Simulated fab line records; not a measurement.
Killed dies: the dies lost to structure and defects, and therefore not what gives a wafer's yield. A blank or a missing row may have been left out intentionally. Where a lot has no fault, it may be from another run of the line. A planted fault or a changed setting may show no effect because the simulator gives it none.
A struck lot beside a sound one	flow sky130	15 out of 708 route steps
Sound: these wafers, L349.3, L349.4, L349.6. Struck: wafer L362.6 (L362.1, L362.4, from the same lot, were not struck and are left out); the cause is given at the end.
For every step that has rows: the tool of each side, followed by ch and its chambers, followed by its first start. Under that, the readings that differ: sound wafers	struck wafers	difference of the means	sigmas: that difference in standard deviations of wafers without a fault.
alike: a reading whose means differ by less than 2 such deviations, as well as words and numbers matching on both sides. not compared: withheld readings; readings where some wafer has no value; bounds like >300 that might hide an equal value; numbers whose values overlap and for which the record gives no deviation.
Wherever a step has rows on one side only, a row that says differs or no value, or a row with sigmas, the two part there. Non-overlapping numbers with no deviation appear without sigmas and do not part them. A reading missing from all wafers of one side parts the sides only when that side holds two or more wafers.

first, 4 steps without rows for these wafers: SKY_LI_CONTACT_SOFTBAKE_08 (time 90 s); SKY_LI_CONTACT_EXPOSE_09 (exposes mask LICM1, target cd 170 nm); SKY_LI_CONTACT_PEB_10; SKY_LI_CONTACT_DEVELOP_11 (develop time 58.31 s).
SKY_LI_CONTACT_CD_MEAS_12: target cd 170 nm.
  sound on cdSem-02, day 29 01:37; struck on cdSem-02, day 33 10:46
  alike: cdNm
SKY_LI_CONTACT_OVL_MEAS_13:
  sound on overlay-01, day 29 01:43; struck on overlay-02, day 33 10:53
  alike: LI_CONTACT_OVL
SKY_LI_CONTACT_ETCH_14: etches BARC in N2/H2, stops on SiO2, time 45.9 s, target depth 60 nm.
  sound on rieDiel-01 ch 1,2, day 29 01:44; struck on rieDiel-02 ch 2, day 33 10:56
  alike: drypumpMotorCurrentA, oesProductAu, throttleValvePct
  not compared: rfHoursCounterH
SKY_LI_CONTACT_ETCH_15: etches PSG in C4F8/O2/Ar, stops on Si, target depth 600 nm.
  sound on rieDiel-01 ch 1,2, day 29 01:47; struck on rieDiel-02 ch 2, day 33 10:58
  alike: oesProductAu
SKY_LI_CONTACT_STRIP_16: strips in O2/N2.
  sound on plasmaAsher-03 ch 0,1, day 29 01:54; struck on plasmaAsher-02 ch 1, day 33 11:03
  alike: drypumpMotorCurrentA, oesProductAu, stripTimeToEndpointS
  not compared: rfHoursCounterH
then, 2 steps without rows for these wafers: SKY_LI_CONTACT_CLEAN_17 (cleans in NMP, time 600 s); SKY_LI_CONTACT_PRE_CLEAN_18 (time 5.6 s).
SKY_LI_CONTACT_SPUTTER_19: material Ti, target thk 20 nm, time 106.37 s.
  sound on pvdSputter-01, day 29 02:11; struck on pvdSputter-04, day 33 11:21
  alike: chamberPressurePa, throttleValvePct
SKY_LI_CONTACT_SPUTTER_20: material TiN, target thk 20 nm, time 80 s.
  sound on pvdSputter-01, day 29 02:16; struck on pvdSputter-04, day 33 11:26
reading	sound	struck	difference	sigmas
chamberPressurePa (Pa)	5.001 4.990 5.001	5.217	+0.220	+20
model.TiN_of_LI_CONTACT_SPUTTER_20.thkNm (nm)	20.45 20.35 20.32	19.4	-1.0	
  alike: throttleValvePct
SKY_LI_CONTACT_CVD_21: deposits W, target thk 400 nm, time 120.56 s.
  sound on cvdW-01 ch 0,1, day 29 02:22; struck on cvdW-02 ch 1, day 33 11:29
reading	sound	struck	difference	sigmas
heaterPowerW (W)	808 869 841	972	+133	+2
following that, these wafers have no rows for 1 step: SKY_PAD_OPEN_PROBE_99.

== WHERE THEY PART ==
Earliest at SKY_LI_CONTACT_SPUTTER_20; latest, in this record, at SKY_LI_CONTACT_CVD_21.

WHY: the cause the simulator had injected
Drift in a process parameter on pvdSputter-04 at SKY_LI_CONTACT_SPUTTER_20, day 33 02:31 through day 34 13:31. Setting chamberPressurePa, moved by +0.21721, from 5. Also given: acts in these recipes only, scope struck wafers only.
